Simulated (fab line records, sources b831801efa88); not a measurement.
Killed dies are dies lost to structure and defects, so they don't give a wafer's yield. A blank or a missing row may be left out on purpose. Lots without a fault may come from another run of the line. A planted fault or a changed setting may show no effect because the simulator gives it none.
fab line records | flow sky130 | part 1 of 2: steps 1 to 23 of 32
record lots=5 wafers=15 last_day=49
route steps=708 shown NWELL@33 DNWELL@35 PWDE@45
lots that met no fault: from a run of the same line without faults
start_h: hours from the record's first day to the start of the lot's first wafer shown | wait_h: hours since the lot's step before | " the same as in the row above | L1.1+2: a row that stands for several wafers | - no value, or no start given | * or withheld: withheld | < > ~ a bound
route shown NAME@n: a module of which the file shows steps, and the number in the route of the first | usual: mean/standard deviation of fault-free wafers | same: alike in all rows | chamber/n: place in a boat | sites: the reading at each site | _std_site: their standard deviation | _edge_site: outer sites' mean less inner sites' | radius_mm: how far each site lies from the wafer's centre | mask NAME#n: copy n | behind: the tool/chamber that last shaped the wafer | hold: why the lot was held/for how many hours/how that ended | device: the transistor (n, p or np) that didn't switch | end of line: the same wafers' tests at the end of the route | a step without rows: its recipe alone | killed: dies lost to structure and defects at the first sort, not the wafer's yield | map: a wafer's dies, x killed, . not, _ none there
set.NAME: the setting as run; set.NAME@STEP: as run at that earlier step | model.NAME: the simulator's own value behind a step, which no gauge read
lots at some steps of the route; a table a step, a row a wafer
services: from which hour (start_h, from the record's first day; less than 0 if before it) a tool's chamber was out of use, for how many hours, and why
## steps
# step SKY_NWELL_OXIDATION_01
# recipe temp_c=900 ambient=O2 stabilise_s=600 purge_s=300 target_thk_a=100 ox_time_s=1418
# usual ox_temp_c=900.0/0.41 spike_tc_centre_C=900.3/1 spike_tc_lower_C=899.0/1.2 tube_center_temp_C=900/0.086 tube_center_temp_C_max=902.3/0.36
# columns lot.wafer tool chamber start_h wait_h ox_temp_c spike_tc_centre_C spike_tc_lower_C tube_center_temp_C tube_center_temp_C_max
L082.3 furnace-01 0 77.90 1.6 899.7 899.8 900.6 900.03 902.7
L082.4 " 0 " " 899.9 898.7 899.5 899.99 901.9
L082.5 " 0 " " 900.2 900.0 898.2 900.2 902.4
L084.3 furnace-01 0 86.29 0.2 900.4 899.8 900.9 899.97 903.0
L084.4 " 0 " " 899.5 900.8 899.2 900.03 902.7
L084.5 " 0 " " 899.7 898.4 898.8 899.99 902.0
L086.1 furnace-02 0 94.98 0.0 899.5 899.7 898.6 899.98 902.3
L086.2 " 0 " " 900.1 900.9 898.0 899.94 901.8
L086.6 " 0 " " 900.4 901.8 896.4 900 902.4
L092.1 furnace-01 0 132.40 1.4 899.7 898.8 899.1 899.88 902.3
L092.5 " 0 " " 899.6 900.5 899.8 899.94 902.4
L092.6 " 0 " " 899.8 901.6 900.2 899.84 902.0
L094.1 furnace-01 0 139.29 0.0 900.0 899.1 899.8 899.9 903.1
L094.2 " 0 " " 900.0 899.8 899.4 899.92 902.8
L094.3 " 0 " " 900.2 899.2 898.9 899.95 901.7
# step SKY_NWELL_THK_MEAS_02
# recipe reads=SiO2_of_NWELL_OXIDATION_01
# usual NWELL_OXIDATION_THK=9.91/0.19
# columns lot.wafer tool chamber start_h wait_h NWELL_OXIDATION_THK[nm]
L082.3 film_metro-04 - 79.32 0.0 10.03
L082.4 " - " " 9.98
L082.5 " - " " 9.96
L084.3 film_metro-02 - 87.70 0.0 9.97
L084.4 " - " " 9.75
L084.5 " - " " 9.87
L086.1 film_metro-04 - 96.38 0.0 9.78
L086.2 " - " " 9.82
L086.6 " - " " 9.71
L092.1 film_metro-04 - 133.80 0.0 10.29
L092.5 " - " " 10.24
L092.6 " - " " 10.18
L094.1 film_metro-02 - 140.68 0.0 9.86
L094.2 " - " " 9.71
L094.3 " - " " 9.81
# step SKY_DNWELL_DEHYDRATE_00
# recipe temp_c=200 time_s=60
# usual exhaust_pa=45.1/0.76 plate_temp_C=199.97/0.15
# columns lot.wafer tool chamber start_h wait_h exhaust_pa plate_temp_C
L082.3 litho_track-02 0 86.60 7.3 43.3 200.00
L082.4 " 0 " " 45.5 199.86
L082.5 " 0 " " 44.4 199.90
L084.3 litho_track-03 0 95.77 8.1 43.2 199.78
L084.4 " 0 " " 45.5 199.90
L084.5 " 0 " " 43.5 199.93
L086.1 litho_track-02 0 104.15 7.8 46.1 200.08
L086.2 " 0 " " 44.5 200.02
L086.6 " 0 " " 45.3 200.03
L092.1 litho_track-03 0 142.12 8.3 45.0 199.96
L092.5 " 0 " " 45.0 200.30
L092.6 " 0 " " 45.3 200.11
L094.1 litho_track-03 0 150.37 9.7 46.3 200.05
L094.2 " 0 " " 45.9 199.91
L094.3 " 0 " " 46.0 200.03
# step SKY_DNWELL_HMDS_01
# recipe prime_time_s=60 prime_temp_c=120
# usual exhaust_pa=44.9/0.79
# columns lot.wafer tool chamber start_h wait_h exhaust_pa
L082.3 litho_track-02 0 86.75 0.1 44.6
L082.4 " 0 " " 43.7
L082.5 " 0 " " 42.7
L084.3 litho_track-03 0 95.92 0.1 45.5
L084.4 " 0 " " 45.8
L084.5 " 0 " " 45.8
L086.1 litho_track-02 0 104.30 0.1 45.4
L086.2 " 0 " " 44.6
L086.6 " 0 " " 45.5
L092.1 litho_track-03 0 142.27 0.1 44.2
L092.5 " 0 " " 43.2
L092.6 " 0 " " 44.9
L094.1 litho_track-03 0 150.52 0.1 45.5
L094.2 " 0 " " 45.9
L094.3 " 0 " " 45.0
# step SKY_DNWELL_COAT_02
# recipe spin_rpm=2000 resist_thk_nm=3000
# usual exhaust_pa=45.2/0.91
# columns lot.wafer tool chamber start_h wait_h exhaust_pa
L082.3 litho_track-02 0 86.90 0.1 45.1
L082.4 " 0 " " 45.5
L082.5 " 0 " " 45.6
L084.3 litho_track-03 0 96.07 0.1 45.4
L084.4 " 0 " " 45.6
L084.5 " 0 " " 46.2
L086.1 litho_track-02 0 104.45 0.1 47.0
L086.2 " 0 " " 45.4
L086.6 " 0 " " 43.9
L092.1 litho_track-03 0 142.42 0.1 45.5
L092.5 " 0 " " 46.1
L092.6 " 0 " " 46.2
L094.1 litho_track-03 0 150.67 0.1 45.8
L094.2 " 0 " " 44.7
L094.3 " 0 " " 45.1
# step SKY_DNWELL_SOFTBAKE_03
# recipe temp_c=110 time_s=withheld
# usual exhaust_pa=44.9/0.97 plate_temp_C=110.01/0.12
# columns lot.wafer tool chamber start_h wait_h exhaust_pa plate_temp_C
L082.3 litho_track-02 0 87.07 0.1 42.8 109.96
L082.4 " 0 " " 45.3 109.81
L082.5 " 0 " " 44.8 109.93
L084.3 litho_track-03 0 96.24 0.1 45.5 110.02
L084.4 " 0 " " 45.9 109.99
L084.5 " 0 " " 44.8 110.06
L086.1 litho_track-02 0 104.60 0.1 45.5 110.07
L086.2 " 0 " " 45.7 110.02
L086.6 " 0 " " 44.7 110.03
L092.1 litho_track-03 0 142.57 0.1 44.6 109.95
L092.5 " 0 " " 43.6 109.85
L092.6 " 0 " " 42.8 109.87
L094.1 litho_track-03 0 150.82 0.1 45.9 109.95
L094.2 " 0 " " 44.8 110.02
L094.3 " 0 " " 44.8 110.02
# step SKY_DNWELL_EXPOSE_04
# recipe mask_id=DNM na=0.57 target_cd_nm=3000 dose_mj=222
# usual reticle_temp_C=23.01/0.098
# columns lot.wafer tool chamber start_h wait_h mask reticle_temp_C
L082.3 iline_stepper-02 0 - - DNM#0 22.85
L082.4 " 0 " " DNM#0 23.07
L082.5 " 0 " " DNM#0 23.09
L084.3 iline_stepper-01 0 - - DNM#0 23.05
L084.4 " 0 " " DNM#0 22.99
L084.5 " 0 " " DNM#0 22.97
L086.1 iline_stepper-01 0 - - DNM#0 23.06
L086.2 " 0 " " DNM#0 23.08
L086.6 " 0 " " DNM#0 23.07
L092.1 iline_stepper-01 0 - - DNM#0 23.09
L092.5 " 0 " " DNM#0 23.09
L092.6 " 0 " " DNM#0 23.12
L094.1 iline_stepper-02 0 - - DNM#0 22.95
L094.2 " 0 " " DNM#0 22.89
L094.3 " 0 " " DNM#0 22.92
# step SKY_DNWELL_PEB_05
# recipe temp_c=115 time_s=withheld
# usual exhaust_pa=45.1/1.1 plate_temp_C=115.02/0.11
# columns lot.wafer tool chamber start_h wait_h exhaust_pa plate_temp_C
L082.3 litho_track-03 0 - - 45.3 115.06
L082.4 " 0 " " 44.1 114.94
L082.5 " 0 " " 44.2 115.04
L084.3 litho_track-03 0 - - 45.4 115.06
L084.4 " 0 " " 45.1 114.98
L084.5 " 0 " " 45.7 114.97
L086.1 litho_track-03 0 - - 47.6 115.02
L086.2 " 0 " " 48.1 115.25
L086.6 " 0 " " 47.2 115.26
L092.1 litho_track-01 0 - - 46.0 115.15
L092.5 " 0 " " 46.0 115.04
L092.6 " 0 " " 44.7 115.08
L094.1 litho_track-01 0 - - 44.2 114.89
L094.2 " 0 " " 44.5 115.00
L094.3 " 0 " " 43.6 114.72
# step SKY_DNWELL_DEVELOP_06
# recipe wall_angle_deg=90 developer=TMAH develop_time_s=60 dev_temp_c=23
# usual exhaust_pa=44.9/0.86
# columns lot.wafer tool chamber start_h wait_h exhaust_pa
L082.3 litho_track-03 0 - - 45.5
L082.4 " 0 " " 44.7
L082.5 " 0 " " 43.3
L084.3 litho_track-03 0 - - 44.7
L084.4 " 0 " " 44.1
L084.5 " 0 " " 44.8
L086.1 litho_track-03 0 - - 44.8
L086.2 " 0 " " 45.2
L086.6 " 0 " " 44.8
L092.1 litho_track-01 0 - - 43.2
L092.5 " 0 " " 45.1
L092.6 " 0 " " 44.7
L094.1 litho_track-01 0 - - 45.7
L094.2 " 0 " " 46.0
L094.3 " 0 " " 46.6
# step SKY_DNWELL_IMPLANT_07
# recipe species=P energy_kev=withheld dose_cm2=withheld tilt_deg=withheld
# usual end_station_pressure_torr=4.96e-06/2.6e-07
# columns lot.wafer tool chamber start_h wait_h end_station_pressure_torr
L082.3 implanter-03 0 95.77 - 4.88e-06
L082.4 " 0 " " 5.18e-06
L082.5 " 0 " " 5.15e-06
L084.3 implanter-04 0 104.72 - 5e-06
L084.4 " 0 " " 4.88e-06
L084.5 " 0 " " 5.29e-06
L086.1 implanter-04 0 114.37 - 4.98e-06
L086.2 " 0 " " 4.76e-06
L086.6 " 0 " " 4.9e-06
L092.1 implanter-02 0 152.88 - 4.73e-06
L092.5 " 0 " " 4.93e-06
L092.6 " 0 " " 4.95e-06
L094.1 implanter-02 0 160.53 - 4.76e-06
L094.2 " 0 " " 4.79e-06
L094.3 " 0 " " 5.28e-06
# step SKY_DNWELL_STRIP_08
# recipe chemistry=O2/N2 power_w=1400 pressure_mtorr=1500 platen_temp_c=withheld o2_flow_sccm=3000 n2_flow_sccm=300 overash_fraction=0.5
# usual drypump_motor_current_A=6.0/0.35 oes_product_au=0.722/0.0042 strip_time_to_endpoint_s=36.93/0.11
# columns lot.wafer tool chamber start_h wait_h drypump_motor_current_A oes_product_au rf_hours_counter_h strip_time_to_endpoint_s
L082.3 plasma_asher-04 1 95.91 0.1 6.3 0.725 - 36.91
L082.4 " 0 " " 5.9 0.730 - 36.88
L082.5 " 1 " " 6.3 0.721 - 36.87
L084.3 plasma_asher-01 0 104.86 0.1 5.1 0.713 - 36.98
L084.4 " 1 " " 6.1 0.728 - 36.99
L084.5 " 0 " " 5.1 0.720 - 37.07
L086.1 plasma_asher-04 0 114.52 0.1 5.9 0.716 43 37.14
L086.2 " 1 " " 6.3 0.717 43 37.06
L086.6 " 0 " " 5.9 0.722 - 37.06
L092.1 plasma_asher-04 0 153.03 0.1 5.9 0.720 47 36.91
L092.5 " 0 " " 5.9 0.724 - 36.88
L092.6 " 1 " " 6.3 0.724 - 36.82
L094.1 plasma_asher-02 1 160.68 0.1 6.1 0.722 4 36.72
L094.2 " 0 " " 5.9 0.719 4 36.86
L094.3 " 0 " " 6.0 0.720 - 36.92
# step SKY_DNWELL_TW_MEAS_09
# usual DNWELL_TW=1112/9.6
# columns lot.wafer tool chamber start_h wait_h DNWELL_TW
L082.3 film_metro-02 - 95.99 0.1 1105
L082.4 " - " " 1111
L082.5 " - " " 1103
L084.3 film_metro-04 - 104.94 0.1 1108
L084.4 " - " " 1113
L084.5 " - " " 1112
L086.1 film_metro-01 - 114.62 0.1 1100
L086.2 " - " " 1102
L086.6 " - " " 1103
L092.1 film_metro-04 - 153.13 0.1 1121
L092.5 " - " " 1121
L092.6 " - " " 1128
L094.1 film_metro-04 - 160.78 0.1 1124
L094.2 " - " " 1128
L094.3 " - " " 1123
# step SKY_PWDE_DEHYDRATE_00
# recipe temp_c=200 time_s=60
# usual exhaust_pa=44.9/0.9 plate_temp_C=200.02/0.15
# columns lot.wafer tool chamber start_h wait_h exhaust_pa plate_temp_C
L082.3 litho_track-01 0 103.68 7.7 44.4 200.32
L082.4 " 0 " " 45.8 200.01
L082.5 " 0 " " 45.0 200.23
L084.3 litho_track-04 0 114.10 9.1 45.4 199.84
L084.4 " 0 " " 44.2 200.25
L084.5 " 0 " " 45.1 199.97
L086.1 litho_track-01 0 123.33 8.7 46.9 199.92
L086.2 " 0 " " 44.8 199.99
L086.6 " 0 " " 45.6 199.83
L092.1 litho_track-01 0 162.13 9.0 44.8 199.83
L092.5 " 0 " " 45.0 200.00
L092.6 " 0 " " 43.9 199.92
L094.1 litho_track-02 0 170.60 9.8 44.4 200.21
L094.2 " 0 " " 44.2 199.90
L094.3 " 0 " " 42.5 200.12
# step SKY_PWDE_HMDS_01
# recipe prime_time_s=60 prime_temp_c=120
# usual exhaust_pa=44.9/0.79
# columns lot.wafer tool chamber start_h wait_h exhaust_pa
L082.3 litho_track-01 0 103.83 0.1 45.1
L082.4 " 0 " " 45.2
L082.5 " 0 " " 45.8
L084.3 litho_track-04 0 114.25 0.1 42.7
L084.4 " 0 " " 44.5
L084.5 " 0 " " 43.5
L086.1 litho_track-01 0 123.48 0.1 45.3
L086.2 " 0 " " 45.6
L086.6 " 0 " " 42.9
L092.1 litho_track-01 0 162.28 0.1 45.1
L092.5 " 0 " " 44.7
L092.6 " 0 " " 45.5
L094.1 litho_track-02 0 170.75 0.1 44.2
L094.2 " 0 " " 43.9
L094.3 " 0 " " 44.6
# step SKY_PWDE_COAT_02
# recipe spin_rpm=2000 resist_thk_nm=3000
# usual exhaust_pa=45.0/0.86
# columns lot.wafer tool chamber start_h wait_h exhaust_pa
L082.3 litho_track-01 0 103.98 0.1 44.8
L082.4 " 0 " " 45.9
L082.5 " 0 " " 45.2
L084.3 litho_track-04 0 114.40 0.1 46.2
L084.4 " 0 " " 43.8
L084.5 " 0 " " 45.4
L086.1 litho_track-01 0 123.63 0.1 45.7
L086.2 " 0 " " 45.1
L086.6 " 0 " " 43.8
L092.1 litho_track-01 0 162.43 0.1 45.8
L092.5 " 0 " " 45.3
L092.6 " 0 " " 46.4
L094.1 litho_track-02 0 170.90 0.1 44.4
L094.2 " 0 " " 46.1
L094.3 " 0 " " 46.3
# step SKY_PWDE_SOFTBAKE_03
# recipe temp_c=110 time_s=withheld
# usual exhaust_pa=44.9/0.83 plate_temp_C=110.02/0.11
# columns lot.wafer tool chamber start_h wait_h exhaust_pa plate_temp_C
L082.3 litho_track-01 0 104.15 0.1 44.5 110.16
L082.4 " 0 " " 45.7 109.86
L082.5 " 0 " " 46.0 109.90
L084.3 litho_track-04 0 114.56 0.1 45.1 110.08
L084.4 " 0 " " 44.9 110.15
L084.5 " 0 " " 44.7 110.19
L086.1 litho_track-01 0 123.78 0.1 45.0 110.01
L086.2 " 0 " " 44.3 109.98
L086.6 " 0 " " 45.7 110.13
L092.1 litho_track-01 0 162.58 0.1 45.9 109.77
L092.5 " 0 " " 44.8 109.95
L092.6 " 0 " " 45.1 109.99
L094.1 litho_track-02 0 171.05 0.1 45.2 110.02
L094.2 " 0 " " 43.8 109.95
L094.3 " 0 " " 45.5 109.97
# step SKY_PWDE_EXPOSE_04
# recipe mask_id=PWDEM na=0.6 source_shape=conventional sigma_outer=0.6 polarization=unpolarized target_cd_nm=840 dose_mj=214
# usual reticle_temp_C=23.01/0.11
# columns lot.wafer tool chamber start_h wait_h mask reticle_temp_C
L082.3 iline_stepper-02 0 - - PWDEM#0 23.07
L082.4 " 0 " " PWDEM#0 22.96
L082.5 " 0 " " PWDEM#0 23.04
L084.3 iline_stepper-01 0 - - PWDEM#0 22.96
L084.4 " 0 " " PWDEM#0 23.05
L084.5 " 0 " " PWDEM#0 22.96
L086.1 iline_stepper-02 0 - - PWDEM#0 22.93
L086.2 " 0 " " PWDEM#0 23.11
L086.6 " 0 " " PWDEM#0 22.97
L092.1 iline_stepper-02 0 - - PWDEM#0 23.24
L092.5 " 0 " " PWDEM#0 23.15
L092.6 " 0 " " PWDEM#0 23.05
L094.1 iline_stepper-01 0 - - PWDEM#0 22.87
L094.2 " 0 " " PWDEM#0 22.87
L094.3 " 0 " " PWDEM#0 23.02
# step SKY_PWDE_PEB_05
# recipe temp_c=115 time_s=withheld
# usual exhaust_pa=45.3/0.9 plate_temp_C=115.00/0.15
# columns lot.wafer tool chamber start_h wait_h exhaust_pa plate_temp_C
L082.3 litho_track-04 0 - - 45.5 115.13
L082.4 " 0 " " 45.9 115.10
L082.5 " 0 " " 44.4 114.82
L084.3 litho_track-02 0 - - 46.5 115.01
L084.4 " 0 " " 46.6 114.97
L084.5 " 0 " " 45.7 114.92
L086.1 litho_track-04 0 - - 43.9 114.73
L086.2 " 0 " " 43.9 115.01
L086.6 " 0 " " 44.5 114.89
L092.1 litho_track-02 0 - - 44.9 115.08
L092.5 " 0 " " 44.8 114.99
L092.6 " 0 " " 45.0 115.07
L094.1 litho_track-02 0 - - 44.7 115.21
L094.2 " 0 " " 44.9 115.03
L094.3 " 0 " " 43.9 114.91
# step SKY_PWDE_DEVELOP_06
# recipe wall_angle_deg=90 developer=TMAH develop_time_s=60 dev_temp_c=23
# usual exhaust_pa=44.9/0.79
# columns lot.wafer tool chamber start_h wait_h exhaust_pa
L082.3 litho_track-04 0 - - 45.8
L082.4 " 0 " " 45.1
L082.5 " 0 " " 44.6
L084.3 litho_track-02 0 - - 45.7
L084.4 " 0 " " 44.7
L084.5 " 0 " " 44.4
L086.1 litho_track-04 0 - - 45.1
L086.2 " 0 " " 45.3
L086.6 " 0 " " 44.3
L092.1 litho_track-02 0 - - 46.6
L092.5 " 0 " " 45.2
L092.6 " 0 " " 44.7
L094.1 litho_track-02 0 - - 45.9
L094.2 " 0 " " 44.9
L094.3 " 0 " " 45.2
# step SKY_PWDE_OVL_MEAS_07
# usual PWDE_OVL=0.9/1.6
# columns lot.wafer tool chamber start_h wait_h PWDE_OVL[nm]
L082.3 overlay-02 - 114.06 - 1.1
L082.4 " - " " -2.7
L082.5 " - " " -2.9
L084.3 overlay-02 - 123.91 - 0.9
L084.4 " - " " 2.4
L084.5 " - " " 0.9
L086.1 overlay-01 - 133.45 - 3.0
L086.2 " - " " 2.8
L086.6 " - " " 2.3
L092.1 overlay-02 - 173.75 - 2.3
L092.5 " - " " 2.3
L092.6 " - " " 0.4
L094.1 overlay-01 - 181.00 - 3.6
L094.2 " - " " 1.8
L094.3 " - " " 1.4
# step SKY_PWDE_IMPLANT_08
# recipe species=B energy_kev=150 dose_cm2=3.6e+12 tilt_deg=withheld
# usual beam_on_s=10.02/0.19 end_station_pressure_torr=5.03e-06/2.6e-07
# columns lot.wafer tool chamber start_h wait_h beam_on_s end_station_pressure_torr
L082.3 implanter-02 0 114.13 0.1 10.08 5.16e-06
L082.4 " 0 " " 10.06 4.68e-06
L082.5 " 0 " " 10.00 4.86e-06
L084.3 implanter-02 0 123.99 0.1 9.82 5.13e-06
L084.4 " 0 " " 10.00 5.39e-06
L084.5 " 0 " " 9.87 4.69e-06
L086.1 implanter-01 0 133.48 0.0 10.29 5.01e-06
L086.2 " 0 " " 9.84 4.92e-06
L086.6 " 0 " " 10.57 5e-06
L092.1 implanter-03 0 173.79 0.0 9.62 5.18e-06
L092.5 " 0 " " 10.15 5.16e-06
L092.6 " 0 " " 9.89 4.75e-06
L094.1 implanter-01 0 181.04 0.0 10.07 5.33e-06
L094.2 " 0 " " 10.02 5.12e-06
L094.3 " 0 " " 9.97 4.93e-06
# step SKY_PWDE_STRIP_09
# recipe chemistry=O2/N2 power_w=1400 pressure_mtorr=1500 platen_temp_c=withheld o2_flow_sccm=3000 n2_flow_sccm=300 overash_fraction=0.5
# usual drypump_motor_current_A=5.9/0.46 oes_product_au=0.723/0.0048 strip_time_to_endpoint_s=36.90/0.094
# columns lot.wafer tool chamber start_h wait_h drypump_motor_current_A oes_product_au rf_hours_counter_h strip_time_to_endpoint_s
L082.3 plasma_asher-01 0 114.27 0.1 5.1 0.726 - 37.01
L082.4 " 1 " " 6.0 0.731 - 37.03
L082.5 " 1 " " 6.0 0.725 - 37.00
L084.3 plasma_asher-03 1 124.12 0.1 6.1 0.723 - 36.95
L084.4 " 0 " " 6.4 0.726 - 36.91
L084.5 " 0 " " 6.5 0.725 - 36.95
L086.1 plasma_asher-04 0 133.63 0.1 5.9 0.728 45 36.83
L086.2 " 1 " " 6.3 0.724 45 36.80
L086.6 " 1 " " 6.3 0.717 - 36.85
L092.1 plasma_asher-04 0 173.94 0.1 5.9 0.731 49 36.81
L092.5 " 1 " " 6.3 0.720 - 36.85
L092.6 " 0 " " 5.9 0.723 - 36.84
L094.1 plasma_asher-01 0 181.19 0.1 5.1 0.716 49 36.94
L094.2 " 1 " " 6.1 0.721 49 36.98
L094.3 " 0 " " 5.1 0.715 - 36.94
# step SKY_PWDE_TW_MEAS_10
# usual PWDE_TW=373.0/2.5
# columns lot.wafer tool chamber start_h wait_h PWDE_TW
L082.3 film_metro-02 - 114.35 0.1 371.4
L082.4 " - " " 370.3
L082.5 " - " " 369.4
L084.3 film_metro-04 - 124.21 0.1 374.6
L084.4 " - " " 373.5
L084.5 " - " " 371.9
L086.1 film_metro-04 - 133.74 0.1 371.8
L086.2 " - " " 373.1
L086.6 " - " " 373.6
L092.1 film_metro-04 - 174.04 0.1 374.5
L092.5 " - " " 374.6
L092.6 " - " " 376.9
L094.1 film_metro-02 - 181.29 0.1 372.2
L094.2 " - " " 372.1
L094.3 " - " " 371.5
